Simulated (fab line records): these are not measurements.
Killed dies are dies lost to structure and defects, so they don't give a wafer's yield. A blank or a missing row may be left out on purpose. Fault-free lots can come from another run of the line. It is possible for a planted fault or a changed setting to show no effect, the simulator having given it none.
Problem report, 8D (eight disciplines) form, completed by code / flow sky130 / the parts of the form that need people (team, actions taken, sign-off) are left out

## 1. THE ISSUE
At SKY_METAL4_CD_MEAS_13, cd-nm averages 170.4 nm over 6 wafers from 2 lots, while fault-free wafers read 299.9 nm, standard deviation 1.6. That is -81 standard deviations from the usual mean.
The step: target cd 300 nm.
The first sign was on wafer L996.2 at day 47 05:04, on cd-sem-01. At this step, 36 wafers from 12 lots have a number in the record. The rule behind "out" and "out of limits": a value lying over 4 standard deviations away from the usual mean. The rest of the wafers with a number are treated as sound.

## 2. WHAT IT IS AND WHAT IT IS NOT
question=which readings at this step | is=cd-nm | is not=-
question=which lots | is=L996, L997 | is not=L976, L977, L978, L979, L982, L985, L986, L993, L995, L999
question=which wafers of those lots | is=all that have a number | is not=-
question=read on which gauges | is=cd-sem-01, cd-sem-02 | is not=-
question=when | is=from day 47 05:04 | is not=up to then (27 sound wafers); but 3 sound wafers of L999 came after

## 3. WHAT RULES OUT EACH SUSPECT
Counting: a tool at any process step up to the reading remains a suspect when it ran all the lots that are out and ran no sound lot after the first of those.
- the gauge at SKY_METAL4_CD_MEAS_13 has been ruled out. Those wafers that are out were read across 2 gauges (cd-sem-01, cd-sem-02).
- krf-scanner-01 at SKY_METAL4_EXPOSE_10 (exposes mask MM4, target cd 300 nm): kept. All lots that are out passed through it, beginning with L996 at day 46 19:19, and no sound lot followed; its final sound lot before that point was L995 at day 46 18:50.
Remaining after the count: krf-scanner-01 at SKY_METAL4_EXPOSE_10.

## 4. THE CAUSE (what the simulator had put in)
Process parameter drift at SKY_METAL4_EXPOSE_10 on krf-scanner-01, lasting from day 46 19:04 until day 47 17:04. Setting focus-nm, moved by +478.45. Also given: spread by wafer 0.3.
Only this tool survived the counting.

## 5. THE EFFECT CHAIN, in route order
Rows list readings where the struck wafers' mean (over those with a number) sits beyond 3 standard deviations from the usual. Only readings whose record carries a usual standard deviation are examined. hours: median over the lots of the time between each lot's start at the first step of this table that gives one and its start at this step. sigmas: the change, counted in usual standard deviations.
hours=0; step=SKY_METAL4_CD_MEAS_13; reading=cd-nm; usual=299.9 nm; on struck wafers=170.4; change=-129.4; sigmas=-81
hours=78; step=SKY_PAD_OPEN_PROBE_99; reading=defect-limited-yield; usual=82.2 %; on struck wafers=5.6; change=-76.6; sigmas=-40
hours=78; step=SKY_PAD_OPEN_PROBE_99; reading=killed_at_M4_up; usual=3.3; on struck wafers=376.0; change=+372.7; sigmas=+99 or more
hours=78; step=SKY_PAD_OPEN_PROBE_99; reading=killed-dies; usual=88; on struck wafers=464; change=+376; sigmas=+41
hours=78; step=SKY_PAD_OPEN_PROBE_99; reading=killed-on-rim; usual=17; on struck wafers=95; change=+78; sigmas=+22
hours=78; step=SKY_PAD_OPEN_PROBE_99; reading=sort_bin_5_function; usual=10.6 %; on struck wafers=86.9; change=+76.3; sigmas=+51
hours=78; step=SKY_PAD_OPEN_PROBE_99; reading=sort-n-pass; usual=404; on struck wafers=28; change=-376; sigmas=-41
hours=78; step=SKY_PAD_OPEN_PROBE_99; reading=sort-yield-pct; usual=82.2 %; on struck wafers=5.6; change=-76.6; sigmas=-40
Here are the process steps it includes:
- SKY_PAD_OPEN_PROBE_99
Later measuring or inspecting steps at which every struck wafer that the step has a row for has a number for every such reading, and none has moved that far: SKY_METAL4_OVL_MEAS_14.

## 6. HOW IT WOULD HAVE BEEN CAUGHT EARLIER
Counted from the fault's start at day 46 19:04, it took 10 hours until the first out-of-limits reading at a measuring or inspecting step in this record, taken at day 47 05:04.
Tool readings at SKY_METAL4_EXPOSE_10 with a usual standard deviation given in the record: none out on any struck wafer, hence no alarm at a limit of 4 standard deviations on them.
By day 47 05:04, every lot that is out (2) had started SKY_METAL4_EXPOSE_10 on krf-scanner-01. Tool hold at that time: it would have spared none of them.
